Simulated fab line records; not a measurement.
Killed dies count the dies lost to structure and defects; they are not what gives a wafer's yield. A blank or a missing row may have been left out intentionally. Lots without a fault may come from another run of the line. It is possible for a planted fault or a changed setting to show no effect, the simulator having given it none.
A sampling plan put to the test + flow sky130 + one line in one fab, 45 faults in these records, each fault weighed on the records of the lots it struck
The plan consists of the line's own looks: route steps at which the wafer is read by a gauge or an inspection but not changed. A look can be judged if struck wafers have a number there and the file gives its usual mean and standard deviation on fault-free wafers. Caught: the struck wafers' mean, at a look after the fault's first step, is 4 or more of those standard deviations (sigma) away from the usual mean. On the tool: the fault's steps, tested the same way using the tool's own readings. Also counted as caught: the struck wafers showing another recipe, or a record that is empty for them alone.

## THE FAULTS, as the simulator had put them in
1. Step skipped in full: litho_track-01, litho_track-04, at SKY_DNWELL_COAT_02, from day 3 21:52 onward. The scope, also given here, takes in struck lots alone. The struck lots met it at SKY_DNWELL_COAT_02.
2. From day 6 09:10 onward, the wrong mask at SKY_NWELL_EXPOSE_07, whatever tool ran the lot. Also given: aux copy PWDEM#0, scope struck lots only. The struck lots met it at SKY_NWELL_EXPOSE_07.
3. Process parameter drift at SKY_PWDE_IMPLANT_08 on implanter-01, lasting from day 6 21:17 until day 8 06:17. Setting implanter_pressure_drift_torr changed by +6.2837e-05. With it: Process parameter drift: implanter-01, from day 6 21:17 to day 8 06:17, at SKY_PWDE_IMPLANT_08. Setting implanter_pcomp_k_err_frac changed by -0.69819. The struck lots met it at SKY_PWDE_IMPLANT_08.
4. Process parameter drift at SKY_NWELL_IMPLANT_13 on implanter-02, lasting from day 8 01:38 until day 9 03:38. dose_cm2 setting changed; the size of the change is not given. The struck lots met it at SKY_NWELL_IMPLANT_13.
5. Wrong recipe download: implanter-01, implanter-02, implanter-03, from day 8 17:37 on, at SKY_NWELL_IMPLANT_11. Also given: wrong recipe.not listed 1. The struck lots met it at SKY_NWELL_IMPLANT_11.
6. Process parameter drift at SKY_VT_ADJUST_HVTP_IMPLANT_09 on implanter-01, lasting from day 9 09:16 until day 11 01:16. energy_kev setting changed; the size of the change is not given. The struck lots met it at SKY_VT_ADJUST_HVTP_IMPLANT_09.
7. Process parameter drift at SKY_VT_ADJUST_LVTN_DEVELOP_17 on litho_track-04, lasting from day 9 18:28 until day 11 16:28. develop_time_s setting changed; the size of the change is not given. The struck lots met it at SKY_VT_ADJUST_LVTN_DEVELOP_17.
8. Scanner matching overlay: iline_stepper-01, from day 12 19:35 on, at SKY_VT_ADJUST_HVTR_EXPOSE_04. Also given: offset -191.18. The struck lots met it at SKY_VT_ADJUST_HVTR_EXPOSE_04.
9. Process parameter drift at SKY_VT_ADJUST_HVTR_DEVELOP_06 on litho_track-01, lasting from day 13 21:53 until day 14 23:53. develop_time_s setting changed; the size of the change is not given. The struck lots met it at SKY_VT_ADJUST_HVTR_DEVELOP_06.
10. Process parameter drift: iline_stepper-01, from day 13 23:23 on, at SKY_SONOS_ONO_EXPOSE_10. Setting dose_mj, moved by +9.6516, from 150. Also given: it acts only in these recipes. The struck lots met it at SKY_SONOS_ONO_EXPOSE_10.
11. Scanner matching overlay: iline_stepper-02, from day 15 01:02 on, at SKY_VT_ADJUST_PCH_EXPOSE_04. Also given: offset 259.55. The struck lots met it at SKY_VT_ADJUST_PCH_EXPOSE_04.
12. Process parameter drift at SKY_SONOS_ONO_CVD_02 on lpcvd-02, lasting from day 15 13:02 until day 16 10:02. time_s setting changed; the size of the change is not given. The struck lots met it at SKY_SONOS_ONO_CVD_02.
13. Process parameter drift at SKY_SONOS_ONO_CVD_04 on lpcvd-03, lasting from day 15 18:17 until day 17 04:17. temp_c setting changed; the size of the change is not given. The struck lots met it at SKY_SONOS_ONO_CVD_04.
14. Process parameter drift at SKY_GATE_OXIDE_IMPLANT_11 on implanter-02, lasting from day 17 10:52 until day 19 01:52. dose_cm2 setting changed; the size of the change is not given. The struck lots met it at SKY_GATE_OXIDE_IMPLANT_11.
15. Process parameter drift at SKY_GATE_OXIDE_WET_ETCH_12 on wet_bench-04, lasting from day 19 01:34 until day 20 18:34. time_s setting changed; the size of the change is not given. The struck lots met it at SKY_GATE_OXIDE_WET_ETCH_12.
16. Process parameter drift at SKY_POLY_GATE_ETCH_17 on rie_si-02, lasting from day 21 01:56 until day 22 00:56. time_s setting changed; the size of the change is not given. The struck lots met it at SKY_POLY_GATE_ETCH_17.
17. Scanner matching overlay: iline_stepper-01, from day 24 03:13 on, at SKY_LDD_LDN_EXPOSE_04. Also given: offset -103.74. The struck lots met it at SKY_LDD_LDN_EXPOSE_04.
18. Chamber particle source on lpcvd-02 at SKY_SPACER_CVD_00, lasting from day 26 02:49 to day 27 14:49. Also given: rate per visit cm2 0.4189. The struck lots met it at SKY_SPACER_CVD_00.
19. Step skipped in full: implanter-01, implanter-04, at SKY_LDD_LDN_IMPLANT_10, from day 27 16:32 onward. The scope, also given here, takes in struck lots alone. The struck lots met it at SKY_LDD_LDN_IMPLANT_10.
20. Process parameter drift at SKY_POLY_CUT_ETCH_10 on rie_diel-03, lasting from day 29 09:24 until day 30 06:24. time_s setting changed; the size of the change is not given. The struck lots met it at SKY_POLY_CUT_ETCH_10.
21. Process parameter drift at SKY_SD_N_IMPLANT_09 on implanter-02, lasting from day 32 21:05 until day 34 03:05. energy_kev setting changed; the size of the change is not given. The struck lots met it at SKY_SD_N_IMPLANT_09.
22. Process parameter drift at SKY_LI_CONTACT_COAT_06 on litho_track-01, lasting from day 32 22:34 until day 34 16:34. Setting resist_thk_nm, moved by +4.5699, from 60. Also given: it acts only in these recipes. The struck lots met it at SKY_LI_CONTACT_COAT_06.
23. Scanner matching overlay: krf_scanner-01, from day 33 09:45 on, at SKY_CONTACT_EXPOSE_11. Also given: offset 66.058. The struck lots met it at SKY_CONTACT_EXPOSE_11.
24. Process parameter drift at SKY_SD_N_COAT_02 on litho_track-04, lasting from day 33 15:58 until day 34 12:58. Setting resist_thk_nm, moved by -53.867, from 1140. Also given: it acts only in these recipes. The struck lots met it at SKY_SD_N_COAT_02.
25. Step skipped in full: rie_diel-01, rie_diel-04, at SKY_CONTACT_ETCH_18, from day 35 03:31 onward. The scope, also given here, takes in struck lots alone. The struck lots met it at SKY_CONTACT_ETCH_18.
26. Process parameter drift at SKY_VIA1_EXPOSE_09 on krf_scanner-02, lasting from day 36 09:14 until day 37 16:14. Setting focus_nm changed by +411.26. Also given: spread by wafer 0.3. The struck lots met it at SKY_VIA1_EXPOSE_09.
27. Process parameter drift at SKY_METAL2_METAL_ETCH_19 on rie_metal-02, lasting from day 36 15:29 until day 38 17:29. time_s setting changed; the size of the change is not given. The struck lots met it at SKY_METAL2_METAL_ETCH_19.
28. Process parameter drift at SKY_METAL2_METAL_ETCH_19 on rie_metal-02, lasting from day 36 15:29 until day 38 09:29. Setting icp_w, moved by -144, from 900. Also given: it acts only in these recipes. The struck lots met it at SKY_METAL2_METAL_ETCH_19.
29. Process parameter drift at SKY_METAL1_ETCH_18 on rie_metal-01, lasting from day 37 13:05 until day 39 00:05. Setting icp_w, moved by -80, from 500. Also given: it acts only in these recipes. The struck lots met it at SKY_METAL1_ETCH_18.
30. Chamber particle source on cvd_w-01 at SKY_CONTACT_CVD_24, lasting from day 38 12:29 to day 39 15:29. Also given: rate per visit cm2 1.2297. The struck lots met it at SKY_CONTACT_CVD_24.
31. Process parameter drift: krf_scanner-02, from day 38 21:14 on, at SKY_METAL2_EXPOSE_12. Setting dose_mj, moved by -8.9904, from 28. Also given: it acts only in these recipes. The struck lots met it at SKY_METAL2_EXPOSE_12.
32. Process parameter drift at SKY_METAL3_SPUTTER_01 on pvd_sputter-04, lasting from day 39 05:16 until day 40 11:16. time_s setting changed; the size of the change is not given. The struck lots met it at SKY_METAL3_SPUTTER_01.
33. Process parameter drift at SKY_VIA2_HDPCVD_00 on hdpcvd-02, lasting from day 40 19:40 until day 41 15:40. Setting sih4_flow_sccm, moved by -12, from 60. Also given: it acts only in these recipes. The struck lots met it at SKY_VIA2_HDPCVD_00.
34. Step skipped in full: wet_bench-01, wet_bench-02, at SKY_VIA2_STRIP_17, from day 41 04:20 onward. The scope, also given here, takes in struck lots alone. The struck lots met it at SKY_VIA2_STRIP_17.
35. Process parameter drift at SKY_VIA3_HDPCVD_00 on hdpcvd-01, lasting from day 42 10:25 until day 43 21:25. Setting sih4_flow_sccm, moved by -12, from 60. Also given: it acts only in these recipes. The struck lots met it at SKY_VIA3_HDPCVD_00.
36. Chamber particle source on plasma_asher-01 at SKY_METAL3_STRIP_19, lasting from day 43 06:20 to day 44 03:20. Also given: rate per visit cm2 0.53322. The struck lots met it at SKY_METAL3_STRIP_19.
37. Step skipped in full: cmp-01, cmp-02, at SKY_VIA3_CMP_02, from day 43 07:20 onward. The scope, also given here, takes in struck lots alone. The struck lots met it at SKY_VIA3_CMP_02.
38. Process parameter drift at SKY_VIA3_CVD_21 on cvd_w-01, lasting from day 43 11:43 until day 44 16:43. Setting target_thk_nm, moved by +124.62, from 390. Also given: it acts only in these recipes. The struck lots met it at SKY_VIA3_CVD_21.
39. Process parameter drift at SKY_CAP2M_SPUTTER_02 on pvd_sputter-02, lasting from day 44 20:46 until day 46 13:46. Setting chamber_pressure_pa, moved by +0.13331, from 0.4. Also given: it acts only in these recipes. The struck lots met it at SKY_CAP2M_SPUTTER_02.
40. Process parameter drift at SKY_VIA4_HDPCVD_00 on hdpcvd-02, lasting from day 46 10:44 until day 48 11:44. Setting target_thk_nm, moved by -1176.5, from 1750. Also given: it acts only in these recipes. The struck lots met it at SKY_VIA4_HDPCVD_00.
41. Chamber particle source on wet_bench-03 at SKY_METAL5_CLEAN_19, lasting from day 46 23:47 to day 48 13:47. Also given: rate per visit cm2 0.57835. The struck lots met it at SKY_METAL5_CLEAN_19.
42. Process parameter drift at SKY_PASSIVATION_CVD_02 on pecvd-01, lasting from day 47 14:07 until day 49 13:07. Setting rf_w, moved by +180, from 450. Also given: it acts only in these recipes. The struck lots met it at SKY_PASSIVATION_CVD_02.
43. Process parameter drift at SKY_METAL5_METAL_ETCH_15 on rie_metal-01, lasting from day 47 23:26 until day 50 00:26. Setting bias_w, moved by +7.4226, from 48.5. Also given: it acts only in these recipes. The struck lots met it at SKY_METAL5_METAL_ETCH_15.
44. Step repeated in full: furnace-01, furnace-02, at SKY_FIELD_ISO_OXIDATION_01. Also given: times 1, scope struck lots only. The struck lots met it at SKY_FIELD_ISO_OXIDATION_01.
45. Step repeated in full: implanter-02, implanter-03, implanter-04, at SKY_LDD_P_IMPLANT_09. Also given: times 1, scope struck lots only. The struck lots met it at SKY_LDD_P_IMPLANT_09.

## WHAT THE PLAN SAW
| fault | on the tool itself                               | first look that catches it                      | reading, sigma                                          | median hours from its first step to that look | hours from the fault's start to the first struck lot there | judged looks passed uncaught |
|-------|--------------------------------------------------|-------------------------------------------------|---------------------------------------------------------|-----------------------------------------------|------------------------------------------------------------|------------------------------|
| 1     | the tool's record is blank for the struck wafers | SKY_PWDE_TW_MEAS_10                             | PWDE_TW +99 or beyond                                   | 26.4                                          | 28                                                         | 0                            |
| 2     | under 2 sigma                                    | SKY_NWELL_TW_MEAS_15                            | NWELL_TW -99 or beyond                                  | 10.1                                          | 17                                                         | 0                            |
| 3     | end_station_pressure_torr +99 or beyond sigma    | SKY_PWDE_TW_MEAS_10                             | PWDE_TW +5.7                                            | 0.2                                           | 1                                                          | 0                            |
| 4     | dose_ions_cm2 -99 or beyond sigma                | SKY_NWELL_RS_MEAS_29                            | NWELL_RS +15                                            | 22.3                                          | 25                                                         | 0                            |
| 5     | no reading that can be judged                    | SKY_NWELL_TW_MEAS_15                            | NWELL_TW +98                                            | 0.5                                           | 4                                                          | 0                            |
| 6     | beam_energy_keV +99 or beyond sigma              | no look after it can be judged                  | -                                                       | -                                             | -                                                          | 0                            |
| 7     | no reading that can be judged                    | SKY_VT_ADJUST_LVTN_TW_MEAS_21                   | VT_ADJUST_LVTN_2_TW -99 or beyond                       | 0.4                                           | 7                                                          | 0                            |
| 8     | under 2 sigma                                    | SKY_VT_ADJUST_HVTR_OVL_MEAS_08                  | VT_ADJUST_HVTR_OVL -99 or beyond                        | 12.9                                          | 15                                                         | 0                            |
| 9     | no reading that can be judged                    | none of the 2 looks that can be judged after it | strongest: cd_nm at SKY_VT_ADJUST_HVTR_CD_MEAS_07, +3.4 | -                                             | -                                                          | 2                            |
| 10    | exposure_dose_mJ_cm2 +50 sigma                   | SKY_SONOS_ONO_CD_MEAS_13                        | cd_nm -6.3                                              | 13.4                                          | 20                                                         | 0                            |
| 11    | no reading that can be judged                    | SKY_VT_ADJUST_PCH_OVL_MEAS_07                   | VT_ADJUST_PCH_OVL +99 or beyond                         | 13.7                                          | 15                                                         | 0                            |
| 12    | under 2 sigma                                    | SKY_SONOS_ONO_THK_MEAS_03                       | SONOS_ONO_CVD_02_THK +9.0                               | 1.1                                           | 3                                                          | 0                            |
| 13    | susceptor_temp_C +99 or beyond sigma             | SKY_SONOS_ONO_THK_MEAS_05                       | SONOS_ONO_CVD_04_THK +32                                | 1.3                                           | 3                                                          | 0                            |
| 14    | dose_ions_cm2 +28 sigma                          | no look after it can be judged                  | -                                                       | -                                             | -                                                          | 0                            |
| 15    | run_length_s -77 sigma                           | no look after it can be judged                  | -                                                       | -                                             | -                                                          | 0                            |
| 16    | run_length_s -9.3 sigma                          | no look after it can be judged                  | -                                                       | -                                             | -                                                          | 0                            |
| 17    | under 2 sigma                                    | SKY_LDD_LDN_OVL_MEAS_07                         | LDD_LDN_OVL -86                                         | 14.7                                          | 42                                                         | 0                            |
| 18    | under 2 sigma                                    | not the one look that can be judged after it    | -                                                       | -                                             | -                                                          | 1                            |
| 19    | the tool's record is blank for the struck wafers | SKY_LDD_LDN_TW_MEAS_13                          | LDD_LDN_TW -9.0                                         | 0.4                                           | 2                                                          | 0                            |
| 20    | oes_product_au -5.1 sigma                        | no look after it can be judged                  | -                                                       | -                                             | -                                                          | 0                            |
| 21    | beam_energy_keV +99 or beyond sigma              | SKY_SD_N_RS_MEAS_16                             | SD_N_RS -18                                             | 0.7                                           | 6                                                          | 1                            |
| 22    | no reading that can be judged                    | no look after it can be judged                  | -                                                       | -                                             | -                                                          | 0                            |
| 23    | under 2 sigma                                    | SKY_CONTACT_OVL_MEAS_15                         | CONTACT_OVL +16                                         | 13.4                                          | 26                                                         | 0                            |
| 24    | no reading that can be judged                    | not the one look that can be judged after it    | -                                                       | -                                             | -                                                          | 1                            |
| 25    | the tool's record is blank for the struck wafers | no look after it can be judged                  | -                                                       | -                                             | -                                                          | 0                            |
| 26    | exposure_dose_mJ_cm2 +11 sigma                   | SKY_VIA1_CD_MEAS_12                             | cd_nm -49                                               | 13.1                                          | 36                                                         | 0                            |
| 27    | oes_product_au +17 sigma                         | no look after it can be judged                  | -                                                       | -                                             | -                                                          | 0                            |
| 28    | rf_fwd_power_W -40 sigma                         | no look after it can be judged                  | -                                                       | -                                             | -                                                          | 0                            |
| 29    | rf_fwd_power_W -33 sigma                         | no look after it can be judged                  | -                                                       | -                                             | -                                                          | 0                            |
| 30    | under 2 sigma                                    | not the one look that can be judged after it    | -                                                       | -                                             | -                                                          | 1                            |
| 31    | exposure_dose_mJ_cm2 -32 sigma                   | SKY_METAL2_CD_MEAS_15                           | cd_nm +48                                               | 12.5                                          | 16                                                         | 0                            |
| 32    | under 2 sigma                                    | no look after it can be judged                  | -                                                       | -                                             | -                                                          | 0                            |
| 33    | sih4_flow_sccm -66 sigma                         | SKY_VIA2_THK_MEAS_01                            | VIA2_HDPCVD_THK -12                                     | 0.1                                           | 5                                                          | 0                            |
| 34    | the tool's record is blank for the struck wafers | no look after it can be judged                  | -                                                       | -                                             | -                                                          | 0                            |
| 35    | sih4_flow_sccm -63 sigma                         | SKY_VIA3_THK_MEAS_01                            | VIA3_HDPCVD_THK -20                                     | 0.2                                           | 3                                                          | 0                            |
| 36    | under 2 sigma                                    | not the one look that can be judged after it    | -                                                       | -                                             | -                                                          | 1                            |
| 37    | the tool's record is blank for the struck wafers | SKY_VIA3_BOW_MEAS_03                            | VIA3_BOW +7.9                                           | 0.3                                           | 2                                                          | 0                            |
| 38    | under 2 sigma                                    | SKY_VIA3_RS_MEAS_22                             | VIA3_W_RS -15                                           | 0.1                                           | 3                                                          | 0                            |
| 39    | chamber_pressure_pa +99 or beyond sigma          | none of the 2 looks that can be judged after it | strongest: CAP2M_TIN_RS at SKY_CAP2M_RS_MEAS_03, +4.0   | -                                             | -                                                          | 2                            |
| 40    | no reading that can be judged                    | SKY_VIA4_THK_MEAS_01                            | VIA4_HDPCVD_THK -65                                     | 0.2                                           | 7                                                          | 0                            |
| 41    | no reading that can be judged                    | no look after it can be judged                  | -                                                       | -                                             | -                                                          | 0                            |
| 42    | rf_fwd_power_W +99 or beyond sigma               | SKY_PASSIVATION_THK_MEAS_03                     | PASSIVATION_CVD_02_THK +6.8                             | 0.2                                           | 3                                                          | 0                            |
| 43    | bias_w +53 sigma                                 | not the one look that can be judged after it    | -                                                       | -                                             | -                                                          | 1                            |
| 44    | under 2 sigma                                    | SKY_FIELD_ISO_THK_MEAS_02                       | FIELD_ISO_OXIDATION_00_THK +34                          | 4.5                                           | -                                                          | 0                            |
| 45    | no reading that can be judged                    | SKY_LDD_P_TW_MEAS_11                            | LDD_P_TW +31                                            | 0.5                                           | -                                                          | 0                            |
A dash: the fault is not caught, or the number is missing from these records.

Caught at a look: 25 of 45. Caught on the tool: 25 of 45. By one or the other: 37 of 45.
Faults 6, 14, 15, 16, 20, 25, 27, 28, 29, 34, 39, 43 were caught on the tool alone.
Caught at a look alone: faults 2, 5, 7, 8, 11, 12, 17, 23, 38, 40, 44, 45.
Caught by neither: faults 9, 18, 22, 24, 30, 32, 36, 41.

## THINNER SAMPLING
Were the look that catches a fault to measure just every second or every third lot (counted by lot number), the first struck lot would, at worst, be measured this late:
| fault | struck lots at that look, in order of time | every lot | every second lot | every third lot |
|-------|--------------------------------------------|-----------|------------------|-----------------|
| 1     | L696, L697, L698                           | 28 h      | 34 h             | 43 h            |
| 2     | L429                                       | 17 h      | may miss it      | may miss it     |
| 3     | L123, L125                                 | 1 h       | may miss all 2   | may miss all 2  |
| 4     | L886, L889                                 | 25 h      | 42 h             | may miss all 2  |
| 5     | L202, L203, L204, L205                     | 4 h       | 11 h             | 20 h            |
| 7     | L437, L438                                 | 7 h       | 23 h             | may miss all 2  |
| 8     | L909, L914, L916                           | 15 h      | 41 h             | 60 h            |
| 10    | L258, L259, L260, L262                     | 20 h      | 39 h             | 55 h            |
| 11    | L478, L481                                 | 15 h      | 43 h             | may miss all 2  |
| 12    | L645, L647, L646                           | 3 h       | 10 h             | 10 h            |
| 13    | L931, L930                                 | 3 h       | 6 h              | may miss all 2  |
| 17    | L594, L598                                 | 42 h      | may miss all 2   | may miss all 2  |
| 19    | L485, L484                                 | 2 h       | 4 h              | may miss all 2  |
| 21    | L334, L337                                 | 6 h       | 21 h             | may miss all 2  |
| 23    | L664, L666, L671                           | 26 h      | 77 h             | 77 h            |
| 26    | L408                                       | 36 h      | may miss it      | may miss it     |
| 31    | L757, L759, L760                           | 16 h      | 30 h             | may miss all 3  |
| 33    | L358, L359                                 | 5 h       | 9 h              | may miss all 2  |
| 35    | L728, L730                                 | 3 h       | may miss all 2   | may miss all 2  |
| 37    | L577, L578                                 | 2 h       | 13 h             | may miss all 2  |
| 38    | L724, L726                                 | 3 h       | may miss all 2   | may miss all 2  |
| 40    | L764, L765                                 | 7 h       | 13 h             | may miss all 2  |
| 42    | L782, L783                                 | 3 h       | 9 h              | may miss all 2  |
Hours: fault start to first struck lot measured. 4 sigma limit: tested on the pooled struck wafers, so a lone lot may be under it. Other struck lots may not be in these records.

## THE LONGEST TIMED WAY FROM STEP TO LOOK
For fault 1, SKY_DNWELL_COAT_02 and SKY_PWDE_TW_MEAS_10 are separated by a median of 26.4 hours. No look between them can be judged.
